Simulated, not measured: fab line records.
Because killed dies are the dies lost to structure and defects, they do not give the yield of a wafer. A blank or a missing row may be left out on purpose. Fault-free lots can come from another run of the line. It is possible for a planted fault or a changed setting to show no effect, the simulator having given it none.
Matching of chambers || flow sky130 || SKY_VIA2_CMP_02 on cmp-02 has 4 sister chambers
The step polishes SiO2. 8 wafers are shown with their chamber, then 11 later ones without.

== WAFERS PAIRED WITH THEIR CHAMBERS ==
{"wafer": "L080.6", "chamber": 2, "motor_current_A (A)": 11.8, "slurry_flow_ml_min": 150.0}
{"wafer": "L084.5", "chamber": 1, "motor_current_A (A)": 11.2, "slurry_flow_ml_min": 150.0}
{"wafer": "L086.4", "chamber": 1, "motor_current_A (A)": 11.3, "slurry_flow_ml_min": 150.4}
{"wafer": "L086.5", "chamber": 2, "motor_current_A (A)": 11.9, "slurry_flow_ml_min": 149.9}
{"wafer": "L086.6", "chamber": 3, "motor_current_A (A)": 10.7, "slurry_flow_ml_min": 149.3}
{"wafer": "L088.5", "chamber": 3, "motor_current_A (A)": 11.1, "slurry_flow_ml_min": 149.9}
{"wafer": "L088.6", "chamber": 0, "motor_current_A (A)": 12.5, "slurry_flow_ml_min": 149.6}
{"wafer": "L090.1", "chamber": 0, "motor_current_A (A)": 12.8, "slurry_flow_ml_min": 150.8}

== WAFERS MISSING THEIR CHAMBER ==
{"wafer": "L090.4", "motor_current_A (A)": 10.4, "slurry_flow_ml_min": 149.8}
{"wafer": "L090.5", "motor_current_A (A)": 10.3, "slurry_flow_ml_min": 150.3}
{"wafer": "L093.3", "motor_current_A (A)": 10.5, "slurry_flow_ml_min": 149.9}
{"wafer": "L093.4", "motor_current_A (A)": 11.7, "slurry_flow_ml_min": 149.9}
{"wafer": "L093.6", "motor_current_A (A)": 10.7, "slurry_flow_ml_min": 150.7}
{"wafer": "L094.1", "motor_current_A (A)": 11.3, "slurry_flow_ml_min": 148.8}
{"wafer": "L094.4", "motor_current_A (A)": 12.4, "slurry_flow_ml_min": 150.7}
{"wafer": "L094.5", "motor_current_A (A)": 10.9, "slurry_flow_ml_min": 149.8}
{"wafer": "L096.2", "motor_current_A (A)": 12.4, "slurry_flow_ml_min": 148.6}
{"wafer": "L096.3", "motor_current_A (A)": 11.2, "slurry_flow_ml_min": 149.6}
{"wafer": "L096.6", "motor_current_A (A)": 10.3, "slurry_flow_ml_min": 150.3}

== EACH ONE'S CHAMBER ==
{"wafer": "L090.4", "from the rows above": "can't be placed: 3 or 1", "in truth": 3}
{"wafer": "L090.5", "from the rows above": "can't be placed: 3 or 1", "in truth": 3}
{"wafer": "L093.3", "from the rows above": "can't be placed: 3 or 1", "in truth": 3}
{"wafer": "L093.4", "from the rows above": "can't be placed: 2 or 1", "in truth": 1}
{"wafer": "L093.6", "from the rows above": "can't be placed: 3 or 1", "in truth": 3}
{"wafer": "L094.1", "from the rows above": "can't be placed: 3 or 1 or 2", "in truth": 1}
{"wafer": "L094.4", "from the rows above": "can't be placed: 0 or 2", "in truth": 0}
{"wafer": "L094.5", "from the rows above": "can't be placed: 3 or 1", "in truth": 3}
{"wafer": "L096.2", "from the rows above": "can't be placed: 0 or 2", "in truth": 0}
{"wafer": "L096.3", "from the rows above": "can't be placed: 1 or 3", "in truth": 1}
{"wafer": "L096.6", "from the rows above": "can't be placed: 3 or 1", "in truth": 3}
Correct placement for 0 of the 11. From these rows, 11 cannot be placed; in 11 the true chamber is one of the candidates. Number placed wrongly: 0.
How it was worked out, from the rows above alone: a wafer's distance from a chamber is the root of the sum, over the readings, of the square of ((its reading less the chamber's mean) divided by the reading's scatter). The wafer belongs to the nearest chamber; if the next one is less than 2 further off, it can't be placed. Each chamber's mean is taken over the wafers shown for it. The scatter is the square root of a quotient: the sum, over the shown wafers, of each reading's squared deviation from its chamber's mean, divided by wafers minus chambers.
